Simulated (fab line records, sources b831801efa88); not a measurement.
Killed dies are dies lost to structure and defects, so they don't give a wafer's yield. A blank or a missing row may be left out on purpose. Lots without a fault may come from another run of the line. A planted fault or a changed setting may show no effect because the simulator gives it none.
fab line records | flow gf180mcu
record lots=5 wafers=15 last_day=35
route steps=602 shown STI@28 DNWELL@32 NWELL@42 LVPWELL@54 MVSD@66
lots that met no fault: from a run of the same line without faults
start_h: hours from the record's first day to the start of the lot's first wafer shown | wait_h: hours since the lot's step before | " the same as in the row above | L1.1+2: a row that stands for several wafers | - no value, or no start given | * or withheld: withheld | < > ~ a bound
route shown NAME@n: a module of which the file shows steps, and the number in the route of the first | usual: mean/standard deviation of fault-free wafers | same: alike in all rows | chamber/n: place in a boat | sites: the reading at each site | _std_site: their standard deviation | _edge_site: outer sites' mean less inner sites' | radius_mm: how far each site lies from the wafer's centre | mask NAME#n: copy n | behind: the tool/chamber that last shaped the wafer | hold: why the lot was held/for how many hours/how that ended | device: the transistor (n, p or np) that didn't switch | end of line: the same wafers' tests at the end of the route | a step without rows: its recipe alone | killed: dies lost to structure and defects at the first sort, not the wafer's yield | map: a wafer's dies, x killed, . not, _ none there
set.NAME: the setting as run; set.NAME@STEP: as run at that earlier step | model.NAME: the simulator's own value behind a step, which no gauge read
lots at some steps of the route; a table a step, a row a wafer
services: from which hour (start_h, from the record's first day; less than 0 if before it) a tool's chamber was out of use, for how many hours, and why
## steps
# step GF_STI_WET_ETCH_27
# recipe chemistry=H3PO4 target_depth_nm=160 target=Si3N4 temp_c=160 time_s=1825
# columns lot.wafer tool chamber start_h wait_h
L076.2+3+5 wet_bench-04 2 39.95 0.0
L080.1+5+6 wet_bench-04 2 61.94 0.0
L083.3+4+5 wet_bench-04 1 76.66 0.0
L093.2+3+4 wet_bench-02 3 126.85 0.0
L094.2+5+6 wet_bench-02 3 134.11 0.0
# step GF_STI_WET_ETCH_28
# recipe chemistry=dHF target_depth_nm=20 dry=ipa_marangoni target=SiO2 temp_c=25.8 dilution=10:1 time_s=40
# columns lot.wafer tool chamber start_h wait_h
L076.2+3+5 wet_bench-02 2 40.51 0.0
L080.1+5+6 wet_bench-01 1 62.45 0.0
L083.3+4+5 wet_bench-01 0 77.22 0.0
L093.2+3+4 wet_bench-04 1 127.36 0.0
L094.2+5+6 wet_bench-04 1 134.62 0.0
# step GF_STI_OXIDATION_29
# recipe temp_c=900 ambient=O2 stabilise_s=600 purge_s=300 target_thk_a=100 ox_time_s=1418
# usual spike_tc_lower_C=900.9/1.2 tube_center_temp_C=900/0.083 tube_center_temp_C_max=902.3/0.38 zone_power_bottom_pct=27.6/0.35 zone_power_centre_pct=20.1/0.48 zone_power_top_pct=32.6/1.1
# columns lot.wafer tool chamber start_h wait_h spike_tc_lower_C tube_center_temp_C tube_center_temp_C_max zone_power_bottom_pct zone_power_centre_pct zone_power_top_pct
L076.2 furnace-02 0 41.51 1.0 900.2 900.01 902.2 27.2 19.7 31.9
L076.3 " 0 " " 899.6 900.1 901.8 27.6 20.1 32.5
L076.5 " 0 " " 901.5 900.03 902.3 27.1 19.5 32.2
L080.1 furnace-02 0 62.47 0.0 900.9 899.98 902.0 27.6 19.6 31.7
L080.5 " 0 " " 900.9 900.1 903.2 27.6 19.7 31.6
L080.6 " 0 " " 901.2 899.87 902.0 27.7 19.5 31.9
L083.3 furnace-02 0 77.24 0.0 900.1 900.02 902.3 26.8 20.0 32.1
L083.4 " 0 " " 901.7 899.92 903.7 27.8 19.6 31.9
L083.5 " 0 " " 902.4 899.88 901.8 27.5 19.6 32.4
L093.2 furnace-01 0 127.38 0.0 901.2 900.03 902.3 28.0 20.8 33.6
L093.3 " 0 " " 899.5 900.03 902.4 28.3 20.5 34.4
L093.4 " 0 " " 900.0 900.02 901.9 27.9 20.8 33.7
L094.2 furnace-01 0 134.64 0.0 901.3 899.83 901.6 27.9 20.5 34.5
L094.5 " 0 " " 899.0 900.1 902.1 27.3 20.7 33.6
L094.6 " 0 " " 900.6 899.94 902.3 27.8 20.9 33.8
# step GF_STI_THK_MEAS_30
# recipe reads=SiO2_of_STI_OXIDATION_29
# usual STI_OXIDATION_02_THK=10.01/0.15
# columns lot.wafer tool chamber start_h wait_h STI_OXIDATION_02_THK[nm]
L076.2 film_metro-02 - 42.92 0.0 10.08
L076.3 " - " " 10.21
L076.5 " - " " 10.11
L080.1 film_metro-02 - 63.86 0.0 10.03
L080.5 " - " " 10.01
L080.6 " - " " 10.24
L083.3 film_metro-02 - 78.66 0.0 10.02
L083.4 " - " " 9.98
L083.5 " - " " 9.97
L093.2 film_metro-02 - 128.79 0.0 10.05
L093.3 " - " " 9.96
L093.4 " - " " 9.91
L094.2 film_metro-01 - 136.05 0.0 10.15
L094.5 " - " " 10.10
L094.6 " - " " 9.96
# step GF_DNWELL_DEHYDRATE_00
# recipe temp_c=200 time_s=60
# columns lot.wafer tool chamber start_h wait_h
L076.2+3+5 litho_track-02 0 49.45 6.5
L080.1+5+6 litho_track-04 0 70.37 6.5
L083.3+4+5 litho_track-02 0 85.77 7.1
L093.2+3+4 litho_track-04 0 136.54 7.7
L094.2+5+6 litho_track-03 0 144.15 8.1
# step GF_DNWELL_HMDS_01
# recipe prime_time_s=60 prime_temp_c=120
# columns lot.wafer tool chamber start_h wait_h
L076.2+3+5 litho_track-02 0 49.60 0.1
L080.1+5+6 litho_track-04 0 70.52 0.1
L083.3+4+5 litho_track-02 0 85.92 0.1
L093.2+3+4 litho_track-04 0 136.69 0.1
L094.2+5+6 litho_track-03 0 144.30 0.1
# step GF_DNWELL_COAT_02
# recipe spin_rpm=2000 resist_thk_nm=3000
# columns lot.wafer tool chamber start_h wait_h
L076.2+3+5 litho_track-02 0 49.75 0.1
L080.1+5+6 litho_track-04 0 70.67 0.1
L083.3+4+5 litho_track-02 0 86.07 0.1
L093.2+3+4 litho_track-04 0 136.84 0.1
L094.2+5+6 litho_track-03 0 144.45 0.1
# step GF_DNWELL_SOFTBAKE_03
# recipe temp_c=110 time_s=withheld
# columns lot.wafer tool chamber start_h wait_h
L076.2+3+5 litho_track-02 0 49.91 0.1
L080.1+5+6 litho_track-04 0 70.82 0.1
L083.3+4+5 litho_track-02 0 86.24 0.1
L093.2+3+4 litho_track-04 0 137.00 0.1
L094.2+5+6 litho_track-03 0 144.61 0.1
# step GF_DNWELL_EXPOSE_04
# recipe mask_id=DNWELL target_cd_nm=1700 na=0.6 source_shape=conventional sigma_outer=0.6 dose_mj=260
# usual focus_offset_nm=-0.1/0.57
# columns lot.wafer tool chamber start_h wait_h mask focus_offset_nm
L076.2 iline_stepper-01 0 - - DNWELL#0 -1.1
L076.3 " 0 " " DNWELL#0 -0.8
L076.5 " 0 " " DNWELL#0 -0.6
L080.1 iline_stepper-01 0 - - DNWELL#0 -0.4
L080.5 " 0 " " DNWELL#0 -0.8
L080.6 " 0 " " DNWELL#0 0.0
L083.3 iline_stepper-01 0 - - DNWELL#0 -0.1
L083.4 " 0 " " DNWELL#0 0.5
L083.5 " 0 " " DNWELL#0 -0.6
L093.2 iline_stepper-02 0 - - DNWELL#0 0.1
L093.3 " 0 " " DNWELL#0 0.3
L093.4 " 0 " " DNWELL#0 -0.2
L094.2 iline_stepper-01 0 - - DNWELL#0 0.4
L094.5 " 0 " " DNWELL#0 0.3
L094.6 " 0 " " DNWELL#0 -0.6
# step GF_DNWELL_PEB_05
# recipe temp_c=115 time_s=withheld
# columns lot.wafer tool chamber start_h wait_h
L076.2+3+5 litho_track-03 0 - -
L080.1+5+6 litho_track-03 0 - -
L083.3+4+5 litho_track-02 0 - -
L093.2+3+4 litho_track-03 0 - -
L094.2+5+6 litho_track-04 0 - -
# step GF_DNWELL_DEVELOP_06
# recipe wall_angle_deg=90 develop_time_s=60 dev_temp_c=23
# usual developer_temp_C=23.01/0.095
# columns lot.wafer tool chamber start_h wait_h developer_temp_C
L076.2 litho_track-03 0 - - 23.01
L076.3 " 0 " " 23.19
L076.5 " 0 " " 23.11
L080.1 litho_track-03 0 - - 23.17
L080.5 " 0 " " 22.92
L080.6 " 0 " " 23.02
L083.3 litho_track-02 0 - - 23.03
L083.4 " 0 " " 22.99
L083.5 " 0 " " 22.91
L093.2 litho_track-03 0 - - 22.90
L093.3 " 0 " " 22.95
L093.4 " 0 " " 22.79
L094.2 litho_track-04 0 - - 23.01
L094.5 " 0 " " 22.91
L094.6 " 0 " " 23.04
# step GF_DNWELL_IMPLANT_07
# recipe species=P energy_kev=1500 dose_cm2=1e+13 tilt_deg=0
# usual beam_energy_keV=1499.9/0.43
# same implant_ion_amu=31
# columns lot.wafer tool chamber start_h wait_h beam_energy_keV
L076.2 implanter-01 0 57.25 - 1499.7
L076.3 " 0 " " 1500.0
L076.5 " 0 " " 1500.3
L080.1 implanter-04 0 78.62 - 1500.2
L080.5 " 0 " " 1500.4
L080.6 " 0 " " 1499.8
L083.3 implanter-02 0 94.52 - 1499.6
L083.4 " 0 " " 1500.1
L083.5 " 0 " " 1500.0
L093.2 implanter-04 0 145.15 - 1499.3
L093.3 " 0 " " 1499.8
L093.4 " 0 " " 1499.8
L094.2 implanter-02 0 153.14 - 1500.3
L094.5 " 0 " " 1500.1
L094.6 " 0 " " 1499.4
# step GF_DNWELL_STRIP_08
# recipe chemistry=O2/N2 power_w=1400 pressure_mtorr=1500 platen_temp_c=250 o2_flow_sccm=3000 n2_flow_sccm=300 overash_fraction=0.5
# usual chamber_pressure_mTorr=1500.0/1.3 drypump_motor_current_A=6.0/0.33 heater_power_w=330/39 oes_product_au=0.722/0.0046 strip_time_to_endpoint_s=36.98/0.11
# columns lot.wafer tool chamber start_h wait_h chamber_pressure_mTorr drypump_motor_current_A heater_power_w oes_product_au rf_hours_counter_h strip_time_to_endpoint_s
L076.2 plasma_asher-04 1 57.37 0.1 1500.7 5.7 317 0.715 36 37.19
L076.3 " 0 " " 1500.3 5.7 377 0.720 - 37.16
L076.5 " 0 " " 1502.1 5.6 378 0.731 - 37.02
L080.1 plasma_asher-04 0 78.77 0.1 1497.5 5.6 389 0.734 39 36.78
L080.5 " 0 " " 1500.6 5.7 369 0.731 - 36.77
L080.6 " 1 " " 1497.5 5.8 317 0.729 - 36.84
L083.3 plasma_asher-03 0 94.66 0.1 1500.7 5.8 305 0.717 - 37.09
L083.4 " 1 " " 1499.3 6.6 292 0.718 - 36.99
L083.5 " 1 " " 1499.9 6.6 286 0.728 - 37.16
L093.2 plasma_asher-03 1 145.27 0.1 1499.1 6.6 288 0.724 50 36.82
L093.3 " 0 " " 1499.5 5.8 315 0.728 - 36.83
L093.4 " 1 " " 1497.5 6.6 290 0.719 - 36.73
L094.2 plasma_asher-03 0 153.26 0.1 1500.5 5.8 313 0.724 51 36.78
L094.5 " 1 " " 1500.5 6.6 300 0.723 - 36.92
L094.6 " 0 " " 1499.3 5.8 307 0.730 - 36.75
# step GF_DNWELL_TW_MEAS_09
# usual DNWELL_TW=1338/7.7
# columns lot.wafer tool chamber start_h wait_h DNWELL_TW
L076.2 film_metro-04 - 57.48 0.1 1335
L076.3 " - " " 1335
L076.5 " - " " 1335
L080.1 film_metro-01 - 78.87 0.1 1339
L080.5 " - " " 1335
L080.6 " - " " 1333
L083.3 film_metro-01 - 94.74 0.1 1344
L083.4 " - " " 1343
L083.5 " - " " 1342
L093.2 film_metro-02 - 145.38 0.1 1337
L093.3 " - " " 1348
L093.4 " - " " 1338
L094.2 film_metro-01 - 153.37 0.1 1328
L094.5 " - " " 1330
L094.6 " - " " 1331
# step GF_NWELL_DEHYDRATE_00
# recipe temp_c=200 time_s=60
# columns lot.wafer tool chamber start_h wait_h
L076.2+3+5 litho_track-01 0 64.07 6.6
L080.1+5+6 litho_track-01 0 85.50 6.6
L083.3+4+5 litho_track-02 0 101.77 7.0
L093.2+3+4 litho_track-04 0 153.74 8.3
L094.2+5+6 litho_track-01 0 161.87 8.5
# step GF_NWELL_HMDS_01
# recipe prime_time_s=60 prime_temp_c=120
# columns lot.wafer tool chamber start_h wait_h
L076.2+3+5 litho_track-01 0 64.22 0.1
L080.1+5+6 litho_track-01 0 85.65 0.1
L083.3+4+5 litho_track-02 0 101.92 0.1
L093.2+3+4 litho_track-04 0 153.89 0.1
L094.2+5+6 litho_track-01 0 162.02 0.1
# step GF_NWELL_COAT_02
# recipe spin_rpm=2000 resist_thk_nm=3000
# columns lot.wafer tool chamber start_h wait_h
L076.2+3+5 litho_track-01 0 64.37 0.1
L080.1+5+6 litho_track-01 0 85.80 0.1
L083.3+4+5 litho_track-02 0 102.07 0.1
L093.2+3+4 litho_track-04 0 154.04 0.1
L094.2+5+6 litho_track-01 0 162.17 0.1
# step GF_NWELL_SOFTBAKE_03
# recipe temp_c=110 time_s=withheld
# columns lot.wafer tool chamber start_h wait_h
L076.2+3+5 litho_track-01 0 64.53 0.1
L080.1+5+6 litho_track-01 0 85.95 0.1
L083.3+4+5 litho_track-02 0 102.24 0.1
L093.2+3+4 litho_track-04 0 154.20 0.1
L094.2+5+6 litho_track-01 0 162.33 0.1
# step GF_NWELL_EXPOSE_04
# recipe mask_id=Nwell target_cd_nm=860 na=0.6 source_shape=conventional sigma_outer=0.6 dose_mj=260
# usual focus_offset_nm=0.1/0.55
# columns lot.wafer tool chamber start_h wait_h mask focus_offset_nm
L076.2 iline_stepper-01 0 - - Nwell#0 0.6
L076.3 " 0 " " Nwell#0 0.2
L076.5 " 0 " " Nwell#0 0.0
L080.1 iline_stepper-02 0 - - Nwell#0 0.2
L080.5 " 0 " " Nwell#0 0.2
L080.6 " 0 " " Nwell#0 0.1
L083.3 iline_stepper-02 0 - - Nwell#0 0.6
L083.4 " 0 " " Nwell#0 1.3
L083.5 " 0 " " Nwell#0 1.0
L093.2 iline_stepper-02 0 - - Nwell#0 -0.5
L093.3 " 0 " " Nwell#0 -0.2
L093.4 " 0 " " Nwell#0 -0.9
L094.2 iline_stepper-02 0 - - Nwell#0 0.3
L094.5 " 0 " " Nwell#0 0.1
L094.6 " 0 " " Nwell#0 0.0
# step GF_NWELL_PEB_05
# recipe temp_c=115 time_s=withheld
# columns lot.wafer tool chamber start_h wait_h
L076.2+3+5 litho_track-04 0 - -
L080.1+5+6 litho_track-01 0 - -
L083.3+4+5 litho_track-01 0 - -
L093.2+3+4 litho_track-04 0 - -
L094.2+5+6 litho_track-01 0 - -
# step GF_NWELL_DEVELOP_06
# recipe wall_angle_deg=90 develop_time_s=60 dev_temp_c=23
# usual developer_temp_C=23.00/0.11
# columns lot.wafer tool chamber start_h wait_h developer_temp_C
L076.2 litho_track-04 0 - - 23.19
L076.3 " 0 " " 23.10
L076.5 " 0 " " 23.12
L080.1 litho_track-01 0 - - 22.92
L080.5 " 0 " " 23.15
L080.6 " 0 " " 23.04
L083.3 litho_track-01 0 - - 23.02
L083.4 " 0 " " 23.26
L083.5 " 0 " " 23.07
L093.2 litho_track-04 0 - - 23.17
L093.3 " 0 " " 23.06
L093.4 " 0 " " 23.14
L094.2 litho_track-01 0 - - 22.98
L094.5 " 0 " " 23.20
L094.6 " 0 " " 23.04
# step GF_NWELL_OVL_MEAS_07
# usual NWELL_OVL=-0.7/1.4
# columns lot.wafer tool chamber start_h wait_h NWELL_OVL[nm]
L076.2 overlay-02 - 71.67 - 0.0
L076.3 " - " " -0.4
L076.5 " - " " 0.3
L080.1 overlay-02 - 93.99 - 0.6
L080.5 " - " " -0.1
L080.6 " - " " -0.8
L083.3 overlay-02 - 110.21 - 0.3
L083.4 " - " " -2.1
L083.5 " - " " -0.1
L093.2 overlay-02 - 163.57 - -1.3
L093.3 " - " " 0.1
L093.4 " - " " -2.5
L094.2 overlay-01 - 171.35 - 1.2
L094.5 " - " " 1.4
L094.6 " - " " 1.5
# step GF_NWELL_IMPLANT_08
# recipe species=P energy_kev=450 dose_cm2=1.5e+13 tilt_deg=0
# usual beam_energy_keV=450.02/0.15
# same implant_ion_amu=31
# columns lot.wafer tool chamber start_h wait_h beam_energy_keV
L076.2 implanter-01 0 71.73 0.0 449.95
L076.3 " 0 " " 450.07
L076.5 " 0 " " 449.96
L080.1 implanter-03 0 94.03 0.0 449.75
L080.5 " 0 " " 450.10
L080.6 " 0 " " 449.96
L083.3 implanter-04 0 110.28 0.1 450.02
L083.4 " 0 " " 449.86
L083.5 " 0 " " 450.09
L093.2 implanter-04 0 163.63 0.0 449.95
L093.3 " 0 " " 449.77
L093.4 " 0 " " 449.82
L094.2 implanter-01 0 171.40 0.0 450.03
L094.5 " 0 " " 450.23
L094.6 " 0 " " 450.10
# step GF_NWELL_IMPLANT_09
# recipe species=P energy_kev=160 dose_cm2=4.199e+12 tilt_deg=0
# usual beam_energy_keV=159.99/0.048
# same implant_ion_amu=31
# columns lot.wafer tool chamber start_h wait_h beam_energy_keV
L076.2 implanter-01 0 71.88 0.1 159.90
L076.3 " 0 " " 159.97
L076.5 " 0 " " 159.95
L080.1 implanter-03 0 94.18 0.1 160.01
L080.5 " 0 " " 160.05
L080.6 " 0 " " 160.00
L083.3 implanter-04 0 110.43 0.1 160.00
L083.4 " 0 " " 160.04
L083.5 " 0 " " 160.05
L093.2 implanter-04 0 163.78 0.1 159.90
L093.3 " 0 " " 159.97
L093.4 " 0 " " 159.95
L094.2 implanter-01 0 171.55 0.1 159.98
L094.5 " 0 " " 159.91
L094.6 " 0 " " 160.00
# step GF_NWELL_STRIP_10
# recipe chemistry=O2/N2 power_w=1400 pressure_mtorr=1500 platen_temp_c=250 o2_flow_sccm=3000 n2_flow_sccm=300 overash_fraction=0.5
# usual chamber_pressure_mTorr=1500.1/1.4 drypump_motor_current_A=5.8/0.47 heater_power_w=316/32 oes_product_au=0.722/0.0047 strip_time_to_endpoint_s=36.99/0.11
# columns lot.wafer tool chamber start_h wait_h chamber_pressure_mTorr drypump_motor_current_A heater_power_w oes_product_au rf_hours_counter_h strip_time_to_endpoint_s
L076.2 plasma_asher-04 1 72.00 0.1 1500.6 5.8 315 0.719 38 36.87
L076.3 " 1 " " 1499.5 5.7 316 0.723 - 36.85
L076.5 " 1 " " 1499.0 5.7 320 0.721 - 36.90
L080.1 plasma_asher-03 0 94.33 0.1 1501.4 5.8 314 0.725 43 36.95
L080.5 " 0 " " 1500.7 5.8 314 0.719 - 37.00
L080.6 " 1 " " 1500.5 6.6 289 0.720 - 37.07
L083.3 plasma_asher-04 1 110.56 0.1 1502.1 5.8 310 0.728 - 37.05
L083.4 " 0 " " 1499.3 5.6 373 0.719 - 37.12
L083.5 " 1 " " 1500.7 5.8 310 0.724 - 37.12
L093.2 plasma_asher-01 0 163.90 0.1 1500.7 4.9 331 0.721 5 36.95
L093.3 " 1 " " 1498.3 5.7 286 0.724 - 37.05
L093.4 " 0 " " 1496.9 4.9 325 0.722 - 37.01
L094.2 plasma_asher-03 0 171.68 0.1 1499.0 5.8 310 0.728 52 36.98
L094.5 " 1 " " 1503.1 6.6 298 0.719 - 36.94
L094.6 " 0 " " 1499.6 5.8 309 0.716 - 36.97
# step GF_NWELL_TW_MEAS_11
# usual NWELL_TW=1572/12
# columns lot.wafer tool chamber start_h wait_h NWELL_TW
L076.2 film_metro-04 - 72.11 0.1 1576
L076.3 " - " " 1566
L076.5 " - " " 1569
L080.1 film_metro-04 - 94.43 0.1 1575
L080.5 " - " " 1566
L080.6 " - " " 1571
L083.3 film_metro-02 - 110.65 0.1 1554
L083.4 " - " " 1550
L083.5 " - " " 1539
L093.2 film_metro-02 - 164.01 0.1 1558
L093.3 " - " " 1556
L093.4 " - " " 1562
L094.2 film_metro-03 - 171.79 0.1 1589
L094.5 " - " " 1586
L094.6 " - " " 1589
# step GF_LVPWELL_DEHYDRATE_00
# recipe temp_c=200 time_s=60
# columns lot.wafer tool chamber start_h wait_h
L076.2+3+5 litho_track-01 0 79.37 7.2
L080.1+5+6 litho_track-01 0 101.24 6.8
L083.3+4+5 litho_track-03 0 118.17 7.5
L093.2+3+4 litho_track-03 0 172.55 8.5
L094.2+5+6 litho_track-01 0 179.32 7.5
# step GF_LVPWELL_HMDS_01
# recipe prime_time_s=60 prime_temp_c=120
# columns lot.wafer tool chamber start_h wait_h
L076.2+3+5 litho_track-01 0 79.52 0.1
L080.1+5+6 litho_track-01 0 101.39 0.1
L083.3+4+5 litho_track-03 0 118.32 0.1
L093.2+3+4 litho_track-03 0 172.70 0.1
L094.2+5+6 litho_track-01 0 179.47 0.1
# step GF_LVPWELL_COAT_02
# recipe spin_rpm=2000 resist_thk_nm=3000
# columns lot.wafer tool chamber start_h wait_h
L076.2+3+5 litho_track-01 0 79.67 0.1
L080.1+5+6 litho_track-01 0 101.54 0.1
L083.3+4+5 litho_track-03 0 118.47 0.1
L093.2+3+4 litho_track-03 0 172.85 0.1
L094.2+5+6 litho_track-01 0 179.62 0.1
# step GF_LVPWELL_SOFTBAKE_03
# recipe temp_c=110 time_s=withheld
# columns lot.wafer tool chamber start_h wait_h
L076.2+3+5 litho_track-01 0 79.83 0.1
L080.1+5+6 litho_track-01 0 101.69 0.1
L083.3+4+5 litho_track-03 0 118.64 0.1
L093.2+3+4 litho_track-03 0 173.00 0.1
L094.2+5+6 litho_track-01 0 179.78 0.1
# step GF_LVPWELL_EXPOSE_04
# recipe mask_id=LVPWELL target_cd_nm=600 na=0.6 source_shape=conventional sigma_outer=0.6 dose_mj=260
# usual focus_offset_nm=-0.1/0.53
# columns lot.wafer tool chamber start_h wait_h mask focus_offset_nm
L076.2 iline_stepper-01 0 - - LVPWELL#0 -0.2
L076.3 " 0 " " LVPWELL#0 -0.2
L076.5 " 0 " " LVPWELL#0 0.1
L080.1 iline_stepper-01 0 - - LVPWELL#0 0.1
L080.5 " 0 " " LVPWELL#0 -0.2
L080.6 " 0 " " LVPWELL#0 0.5
L083.3 iline_stepper-01 0 - - LVPWELL#0 0.0
L083.4 " 0 " " LVPWELL#0 -0.1
L083.5 " 0 " " LVPWELL#0 -0.1
L093.2 iline_stepper-01 0 - - LVPWELL#0 -0.4
L093.3 " 0 " " LVPWELL#0 -0.3
L093.4 " 0 " " LVPWELL#0 0.7
L094.2 iline_stepper-01 0 - - LVPWELL#0 -0.2
L094.5 " 0 " " LVPWELL#0 -0.5
L094.6 " 0 " " LVPWELL#0 0.3
# step GF_LVPWELL_PEB_05
# recipe temp_c=115 time_s=withheld
# columns lot.wafer tool chamber start_h wait_h
L076.2+3+5 litho_track-04 0 - -
L080.1+5+6 litho_track-03 0 - -
L083.3+4+5 litho_track-03 0 - -
L093.2+3+4 litho_track-01 0 - -
L094.2+5+6 litho_track-01 0 - -
# step GF_LVPWELL_DEVELOP_06
# recipe wall_angle_deg=90 develop_time_s=60 dev_temp_c=23
# usual developer_temp_C=23.00/0.095
# columns lot.wafer tool chamber start_h wait_h developer_temp_C
L076.2 litho_track-04 0 - - 23.06
L076.3 " 0 " " 22.80
L076.5 " 0 " " 22.92
L080.1 litho_track-03 0 - - 22.97
L080.5 " 0 " " 22.88
L080.6 " 0 " " 22.94
L083.3 litho_track-03 0 - - 23.16
L083.4 " 0 " " 23.10
L083.5 " 0 " " 23.02
L093.2 litho_track-01 0 - - 22.95
L093.3 " 0 " " 23.04
L093.4 " 0 " " 22.90
L094.2 litho_track-01 0 - - 23.14
L094.5 " 0 " " 22.90
L094.6 " 0 " " 23.05
# step GF_LVPWELL_OVL_MEAS_07
# usual LVPWELL_OVL=-0.7/1.4
# columns lot.wafer tool chamber start_h wait_h LVPWELL_OVL[nm]
L076.2 overlay-02 - 87.57 - 0.1
L076.3 " - " " -0.8
L076.5 " - " " -1.2
L080.1 overlay-01 - 109.92 - -3.0
L080.5 " - " " -0.5
L080.6 " - " " -2.8
L083.3 overlay-02 - 127.13 - -1.9
L083.4 " - " " -1.6
L083.5 " - " " -1.9
L093.2 overlay-02 - 182.75 - -2.7
L093.3 " - " " -1.9
L093.4 " - " " -3.3
L094.2 overlay-02 - 189.90 - -1.8
L094.5 " - " " -2.0
L094.6 " - " " -0.9
# step GF_LVPWELL_IMPLANT_08
# recipe species=B energy_kev=170 dose_cm2=1.5e+13 tilt_deg=0
# usual beam_energy_keV=169.99/0.049
# same implant_ion_amu=11
# columns lot.wafer tool chamber start_h wait_h beam_energy_keV
L076.2 implanter-03 0 87.63 0.0 169.94
L076.3 " 0 " " 170.03
L076.5 " 0 " " 170.07
L080.1 implanter-03 0 109.96 0.0 170.00
L080.5 " 0 " " 169.95
L080.6 " 0 " " 169.99
L083.3 implanter-03 0 127.21 0.1 170.01
L083.4 " 0 " " 169.99
L083.5 " 0 " " 169.96
L093.2 implanter-01 0 182.80 0.0 169.93
L093.3 " 0 " " 170.07
L093.4 " 0 " " 169.97
L094.2 implanter-03 0 189.95 0.0 170.00
L094.5 " 0 " " 170.04
L094.6 " 0 " " 169.97
# step GF_LVPWELL_IMPLANT_09
# recipe species=B energy_kev=60 dose_cm2=5e+12 tilt_deg=0
# usual beam_energy_keV=60.003/0.017
# same implant_ion_amu=11
# columns lot.wafer tool chamber start_h wait_h beam_energy_keV
L076.2 implanter-03 0 87.78 0.1 59.990
L076.3 " 0 " " 59.996
L076.5 " 0 " " 60.009
L080.1 implanter-03 0 110.11 0.1 59.983
L080.5 " 0 " " 59.982
L080.6 " 0 " " 60.000
L083.3 implanter-03 0 127.36 0.1 60.008
L083.4 " 0 " " 59.985
L083.5 " 0 " " 60.017
L093.2 implanter-01 0 182.95 0.1 60.025
L093.3 " 0 " " 59.985
L093.4 " 0 " " 60.000
L094.2 implanter-03 0 190.10 0.1 60.020
L094.5 " 0 " " 60.029
L094.6 " 0 " " 60.021
# step GF_LVPWELL_STRIP_10
# recipe chemistry=O2/N2 power_w=1400 pressure_mtorr=1500 platen_temp_c=250 o2_flow_sccm=3000 n2_flow_sccm=300 overash_fraction=0.5
# usual chamber_pressure_mTorr=1499.9/1.4 drypump_motor_current_A=5.8/0.53 heater_power_w=309/30 oes_product_au=0.723/0.0044 strip_time_to_endpoint_s=36.96/0.087
# columns lot.wafer tool chamber start_h wait_h chamber_pressure_mTorr drypump_motor_current_A heater_power_w oes_product_au rf_hours_counter_h strip_time_to_endpoint_s
L076.2 plasma_asher-03 0 87.90 0.1 1499.9 5.8 308 0.720 43 37.12
L076.3 " 0 " " 1499.5 5.8 314 0.727 - 37.04
L076.5 " 0 " " 1499.3 5.8 308 0.721 - 37.06
L080.1 plasma_asher-03 0 110.26 0.1 1498.4 5.8 311 0.718 46 36.97
L080.5 " 1 " " 1499.8 6.6 290 0.717 - 37.05
L080.6 " 0 " " 1500.9 5.8 302 0.727 - 36.91
L083.3 plasma_asher-03 0 127.49 0.1 1498.4 5.8 308 0.722 - 36.91
L083.4 " 1 " " 1501.3 6.6 295 0.725 - 36.90
L083.5 " 0 " " 1499.1 5.8 306 0.718 - 36.77
L093.2 plasma_asher-01 1 183.08 0.1 1498.6 5.7 277 0.721 7 37.05
L093.3 " 0 " " 1498.4 5.0 336 0.720 - 36.95
L093.4 " 1 " " 1500.3 5.7 274 0.725 - 37.07
L094.2 plasma_asher-03 1 190.23 0.1 1499.2 6.5 287 0.722 54 36.97
L094.5 " 1 " " 1502.9 6.5 291 0.724 - 36.98
L094.6 " 0 " " 1501.5 5.8 302 0.725 - 36.93
# step GF_LVPWELL_TW_MEAS_11
# usual LVPWELL_TW=558/4
# columns lot.wafer tool chamber start_h wait_h LVPWELL_TW
L076.2 film_metro-03 - 88.01 0.1 560
L076.3 " - " " 562
L076.5 " - " " 563
L080.1 film_metro-04 - 110.36 0.1 550
L080.5 " - " " 552
L080.6 " - " " 550
L083.3 film_metro-02 - 127.58 0.1 559
L083.4 " - " " 560
L083.5 " - " " 560
L093.2 film_metro-04 - 183.19 0.1 553
L093.3 " - " " 556
L093.4 " - " " 556
L094.2 film_metro-03 - 190.34 0.1 564
L094.5 " - " " 562
L094.6 " - " " 562
# step GF_MVSD_DEHYDRATE_00
# recipe temp_c=200 time_s=60
# columns lot.wafer tool chamber start_h wait_h
L076.2+3+5 litho_track-01 0 95.87 7.8
L080.1+5+6 litho_track-02 0 118.02 7.7
L083.3+4+5 litho_track-01 0 135.79 8.2
L093.2+3+4 litho_track-03 0 191.95 8.7
L094.2+5+6 litho_track-01 0 199.17 8.8
# step GF_MVSD_HMDS_01
# recipe prime_time_s=60 prime_temp_c=120
# columns lot.wafer tool chamber start_h wait_h
L076.2+3+5 litho_track-01 0 96.02 0.1
L080.1+5+6 litho_track-02 0 118.17 0.1
L083.3+4+5 litho_track-01 0 135.94 0.1
L093.2+3+4 litho_track-03 0 192.10 0.1
L094.2+5+6 litho_track-01 0 199.32 0.1
# step GF_MVSD_COAT_02
# recipe spin_rpm=2000 resist_thk_nm=3000
# columns lot.wafer tool chamber start_h wait_h
L076.2+3+5 litho_track-01 0 96.17 0.1
L080.1+5+6 litho_track-02 0 118.32 0.1
L083.3+4+5 litho_track-01 0 136.09 0.1
L093.2+3+4 litho_track-03 0 192.25 0.1
L094.2+5+6 litho_track-01 0 199.47 0.1
# step GF_MVSD_SOFTBAKE_03
# recipe temp_c=110 time_s=withheld
# columns lot.wafer tool chamber start_h wait_h
L076.2+3+5 litho_track-01 0 96.33 0.1
L080.1+5+6 litho_track-02 0 118.47 0.1
L083.3+4+5 litho_track-01 0 136.26 0.1
L093.2+3+4 litho_track-03 0 192.40 0.1
L094.2+5+6 litho_track-01 0 199.63 0.1
## services
# columns tool chamber start_h hours kind
implanter-03 - 31.73 5.2 pm
implanter-02 - 36.96 2.1 pm
furnace-01 - 43.82 3.3 pm
implanter-02 - 46.07 3.6 pm
implanter-02 - 51.57 1.4 repair
implanter-04 - 74.33 1.4 repair
implanter-04 - 75.70 2.9 pm
implanter-04 - 84.62 3.3 repair
iline_stepper-01 - 88.24 1.7 pm
iline_stepper-01 - 89.98 8.2 repair
implanter-03 - 90.98 2.7 repair
wet_bench-04 - 92.29 24.3 repair
implanter-04 - 93.98 2.2 repair
implanter-01 - 96.21 2.3 repair
implanter-03 - 102.54 3.7 repair
implanter-01 - 112.97 0.9 repair
implanter-03 - 122.34 3.2 repair
plasma_asher-03 - 132.52 2.7 repair
implanter-01 - 142.87 1.7 repair
plasma_asher-03 - 161.03 3.8 repair
implanter-04 - 173.76 3.2 repair
iline_stepper-02 - 177.05 2.5 repair
furnace-02 - 179.67 3.2 pm
iline_stepper-01 - 184.41 4.4 pm
## key
fault none
